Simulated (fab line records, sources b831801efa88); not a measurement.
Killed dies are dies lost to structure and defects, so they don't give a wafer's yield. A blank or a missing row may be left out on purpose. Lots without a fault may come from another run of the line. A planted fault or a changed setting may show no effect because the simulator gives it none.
Which tool did it? | flow sky130 | 13 lots, 39 wafers sampled, at 1 step of a route of 708

WHAT THE GAUGES READ, wafer by wafer
SKY_FIELD_ISO_CD_MEAS_13: target cd 150 nm. Usual: cd_nm 150.1 nm, standard deviation 1.4.
lot  | measured    | on        | cd_nm (nm)        | flag
L619 | day 2 05:08 | cd_sem-01 | 150.1 149.7 149.1 |
L621 | day 2 14:28 | cd_sem-02 | 150.5 149.8 150.3 |
L622 | day 2 23:05 | cd_sem-01 | 150.4 149.3 150.0 |
L624 | day 3 08:14 | cd_sem-02 | 149.0 149.0 149.3 |
L629 | day 4 09:35 | cd_sem-01 | 148.2 147.5 148.7 |
L630 | day 4 13:45 | cd_sem-02 | 152.9 152.8 152.1 |
L631 | day 4 18:25 | cd_sem-02 | 151.4 150.9 152.8 |
L634 | day 5 12:53 | cd_sem-02 | 149.2 150.4 148.7 |
L635 | day 5 15:47 | cd_sem-02 | 150.9 151.5 149.7 |
L636 | day 5 21:34 | cd_sem-02 | 151.8 152.7 150.6 |
L637 | day 6 02:49 | cd_sem-01 | 148.8 150.2 149.9 |
L640 | day 6 18:34 | cd_sem-01 | 148.5 149.0 149.3 |
L642 | day 7 05:40 | cd_sem-02 | 150.2 149.2 149.9 |

WHICH TOOL RAN EACH LOT (tool, then ch and the chambers of the sampled wafers, then the start)
The record holds no process step before these readings.

WHAT THE TOOLS THEMSELVES READ (means of the sampled wafers that have a number; where no wafer has one, the mark that the record gives instead)
The record holds no such reading with a usual standard deviation.

THE ANSWER, worked out from the rows above alone
Rule: a lot is off if the mean of its wafers that have a number lies more than 3 standard deviations from the usual mean. A lot without any number at a reading at which 4 lots or more have one is off too. The other lots that the step has rows for count as sound. The gauges are gone through in route order, then the tools' own readings, and for those a lot's mean is taken as printed above. The first step at which some lot is off is used, and at that step the reading that is off furthest; a lot without a number counts as furthest.
No lot is off at any reading shown: from this, nothing can be told.

WHAT THE SIMULATOR HAD PUT IN
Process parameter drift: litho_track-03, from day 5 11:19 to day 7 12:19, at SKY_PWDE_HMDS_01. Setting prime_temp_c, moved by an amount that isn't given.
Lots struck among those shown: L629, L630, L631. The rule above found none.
